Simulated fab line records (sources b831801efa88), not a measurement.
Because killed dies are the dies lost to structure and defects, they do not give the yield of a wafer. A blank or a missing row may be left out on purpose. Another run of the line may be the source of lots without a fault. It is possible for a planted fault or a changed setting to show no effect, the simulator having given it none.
Which tool was responsible? / flow sky130 / Sampling: 15 lots, 45 wafers, 2 of 708 route steps

## WHAT THE GAUGES READ, wafer by wafer
The record holds no reading of a measuring or inspecting step that can be judged against a usual standard deviation.

## WHAT TOOL EACH LOT RAN ON (gives the tool, then ch and the chambers of the sampled wafers, and finally the start)
lot=L802; SKY_LDD_N_COAT_02=lithoTrack-04 ch 0, day 17 07:29; SKY_LDD_N_STRIP_16=plasmaAsher-03 ch 0,1, day 17 23:01
lot=L804; SKY_LDD_N_COAT_02=lithoTrack-02 ch 0, day 18 00:05; SKY_LDD_N_STRIP_16=plasmaAsher-03 ch 0,1, day 18 16:16
lot=L805; SKY_LDD_N_COAT_02=lithoTrack-02 ch 0, day 18 09:04; SKY_LDD_N_STRIP_16=plasmaAsher-03 ch 1, day 19 00:52
lot=L806; SKY_LDD_N_COAT_02=lithoTrack-02 ch 0, day 18 13:08; SKY_LDD_N_STRIP_16=plasmaAsher-03 ch 0,1, day 19 05:25
lot=L807; SKY_LDD_N_COAT_02=lithoTrack-02 ch 0, day 18 20:41; SKY_LDD_N_STRIP_16=plasmaAsher-03 ch 0,1, day 19 13:37
lot=L815; SKY_LDD_N_COAT_02=lithoTrack-02 ch 0, day 21 18:38; SKY_LDD_N_STRIP_16=plasmaAsher-01 ch 0,1, day 22 11:55
lot=L816; SKY_LDD_N_COAT_02=lithoTrack-02 ch 0, day 22 08:11; SKY_LDD_N_STRIP_16=plasmaAsher-02 ch 0,1, day 23 03:27
lot=L817; SKY_LDD_N_COAT_02=lithoTrack-03 ch 0, day 22 16:02; SKY_LDD_N_STRIP_16=plasmaAsher-03 ch 0,1, day 23 08:31
lot=L818; SKY_LDD_N_COAT_02=lithoTrack-04 ch 0, day 23 05:08; SKY_LDD_N_STRIP_16=plasmaAsher-03 ch 1, day 23 21:22
lot=L819; SKY_LDD_N_COAT_02=lithoTrack-02 ch 0, day 23 06:59; SKY_LDD_N_STRIP_16=plasmaAsher-01 ch 0,1, day 23 23:37
lot=L820; SKY_LDD_N_COAT_02=lithoTrack-02 ch 0, day 23 11:43; SKY_LDD_N_STRIP_16=plasmaAsher-01 ch 0,1, day 24 04:07
lot=L821; SKY_LDD_N_COAT_02=lithoTrack-03 ch 0, day 23 23:29; SKY_LDD_N_STRIP_16=plasmaAsher-02 ch 0,1, day 24 15:58
lot=L822; SKY_LDD_N_COAT_02=lithoTrack-04 ch 0, day 24 07:02; SKY_LDD_N_STRIP_16=plasmaAsher-03 ch 0,1, day 24 22:58
lot=L824; SKY_LDD_N_COAT_02=lithoTrack-02 ch 0, day 25 07:43; SKY_LDD_N_STRIP_16=plasmaAsher-01 ch 0,1, day 25 23:10
lot=L825; SKY_LDD_N_COAT_02=lithoTrack-03 ch 0, day 25 13:08; SKY_LDD_N_STRIP_16=plasmaAsher-01 ch 0,1, day 26 04:58
- SKY_LDD_N_COAT_02: resist thk 300 nm.
- SKY_LDD_N_STRIP_16: strips in O2/N2.

## AS READ BY THE TOOLS THEMSELVES (means over the sampled wafers that have a number; for cases with no such wafer, the mark the record gives instead)
SKY_LDD_N_COAT_02. Usual: spinSpeedRpm at 2999.7 rpm, with a standard deviation of 1.8.
lot=L802; tool=lithoTrack-04; spinSpeedRpm (rpm)=2998.7; flag=
lot=L804; tool=lithoTrack-02; spinSpeedRpm (rpm)=2998.1; flag=
lot=L805; tool=lithoTrack-02; spinSpeedRpm (rpm)=2932.5; flag=OFF
lot=L806; tool=lithoTrack-02; spinSpeedRpm (rpm)=2932.2; flag=OFF
lot=L807; tool=lithoTrack-02; spinSpeedRpm (rpm)=2930.4; flag=OFF
lot=L815; tool=lithoTrack-02; spinSpeedRpm (rpm)=2999.8; flag=
lot=L816; tool=lithoTrack-02; spinSpeedRpm (rpm)=3000.3; flag=
lot=L817; tool=lithoTrack-03; spinSpeedRpm (rpm)=2999.6; flag=
lot=L818; tool=lithoTrack-04; spinSpeedRpm (rpm)=2999.2; flag=
lot=L819; tool=lithoTrack-02; spinSpeedRpm (rpm)=2999.6; flag=
lot=L820; tool=lithoTrack-02; spinSpeedRpm (rpm)=2999.0; flag=
lot=L821; tool=lithoTrack-03; spinSpeedRpm (rpm)=3001.3; flag=
lot=L822; tool=lithoTrack-04; spinSpeedRpm (rpm)=2998.4; flag=
lot=L824; tool=lithoTrack-02; spinSpeedRpm (rpm)=2998.9; flag=
lot=L825; tool=lithoTrack-03; spinSpeedRpm (rpm)=2998.6; flag=

SKY_LDD_N_STRIP_16. Usual: drypumpMotorCurrentA 5.8 A, standard deviation 0.42; n2FlowSccm 299.9 sccm, standard deviation 0.86; oesProductAu 0.407 a.u., standard deviation 0.0049; stripTimeToEndpointS 4.328 s, standard deviation 0.015.
lot=L802; tool=plasmaAsher-03; drypumpMotorCurrentA (A)=5.9; n2FlowSccm (sccm)=299.8; oesProductAu (a.u.)=0.402; stripTimeToEndpointS (s)=4.317; flag=
lot=L804; tool=plasmaAsher-03; drypumpMotorCurrentA (A)=5.6; n2FlowSccm (sccm)=300.8; oesProductAu (a.u.)=0.411; stripTimeToEndpointS (s)=4.321; flag=
lot=L805; tool=plasmaAsher-03; drypumpMotorCurrentA (A)=6.3; n2FlowSccm (sccm)=300.0; oesProductAu (a.u.)=0.413; stripTimeToEndpointS (s)=4.399; flag=OFF
lot=L806; tool=plasmaAsher-03; drypumpMotorCurrentA (A)=5.9; n2FlowSccm (sccm)=299.9; oesProductAu (a.u.)=0.408; stripTimeToEndpointS (s)=4.371; flag=
lot=L807; tool=plasmaAsher-03; drypumpMotorCurrentA (A)=5.6; n2FlowSccm (sccm)=300.7; oesProductAu (a.u.)=0.406; stripTimeToEndpointS (s)=4.380; flag=OFF
lot=L815; tool=plasmaAsher-01; drypumpMotorCurrentA (A)=5.9; n2FlowSccm (sccm)=299.6; oesProductAu (a.u.)=0.406; stripTimeToEndpointS (s)=4.340; flag=
lot=L816; tool=plasmaAsher-02; drypumpMotorCurrentA (A)=5.8; n2FlowSccm (sccm)=300.5; oesProductAu (a.u.)=0.412; stripTimeToEndpointS (s)=4.345; flag=
lot=L817; tool=plasmaAsher-03; drypumpMotorCurrentA (A)=5.9; n2FlowSccm (sccm)=299.5; oesProductAu (a.u.)=0.408; stripTimeToEndpointS (s)=4.325; flag=
lot=L818; tool=plasmaAsher-03; drypumpMotorCurrentA (A)=6.3; n2FlowSccm (sccm)=299.2; oesProductAu (a.u.)=0.410; stripTimeToEndpointS (s)=4.316; flag=
lot=L819; tool=plasmaAsher-01; drypumpMotorCurrentA (A)=5.7; n2FlowSccm (sccm)=298.9; oesProductAu (a.u.)=0.404; stripTimeToEndpointS (s)=4.339; flag=
lot=L820; tool=plasmaAsher-01; drypumpMotorCurrentA (A)=5.9; n2FlowSccm (sccm)=299.9; oesProductAu (a.u.)=0.412; stripTimeToEndpointS (s)=4.338; flag=
lot=L821; tool=plasmaAsher-02; drypumpMotorCurrentA (A)=5.7; n2FlowSccm (sccm)=300.7; oesProductAu (a.u.)=0.405; stripTimeToEndpointS (s)=4.317; flag=
lot=L822; tool=plasmaAsher-03; drypumpMotorCurrentA (A)=5.9; n2FlowSccm (sccm)=301.3; oesProductAu (a.u.)=0.404; stripTimeToEndpointS (s)=4.320; flag=
lot=L824; tool=plasmaAsher-01; drypumpMotorCurrentA (A)=5.7; n2FlowSccm (sccm)=300.5; oesProductAu (a.u.)=0.406; stripTimeToEndpointS (s)=4.344; flag=
lot=L825; tool=plasmaAsher-01; drypumpMotorCurrentA (A)=5.7; n2FlowSccm (sccm)=300.2; oesProductAu (a.u.)=0.408; stripTimeToEndpointS (s)=4.294; flag=

## THE ANSWER, worked out from the rows above alone
Rule: take the mean of a lot's wafers that have a number; if it is more than 3 standard deviations from the usual mean, the lot is off. Also off: a lot with no number at a reading for which 4 or more lots have one. Any other lot the step has rows for is counted as sound. After the gauges, taken in route order, come the tools' own readings; for these a lot's mean is taken, as printed above. The first step at which some lot is off is used, and at that step the reading that is off furthest; a lot without a number counts as furthest.
Off at SKY_LDD_N_COAT_02 (spinSpeedRpm): L805, L806, L807.
A tool fits if, at that step or a process step before it, it ran every lot that is off, and no sound lot after the first of them. Not one of the candidates tried fits.

## WHAT THE SIMULATOR PUT IN
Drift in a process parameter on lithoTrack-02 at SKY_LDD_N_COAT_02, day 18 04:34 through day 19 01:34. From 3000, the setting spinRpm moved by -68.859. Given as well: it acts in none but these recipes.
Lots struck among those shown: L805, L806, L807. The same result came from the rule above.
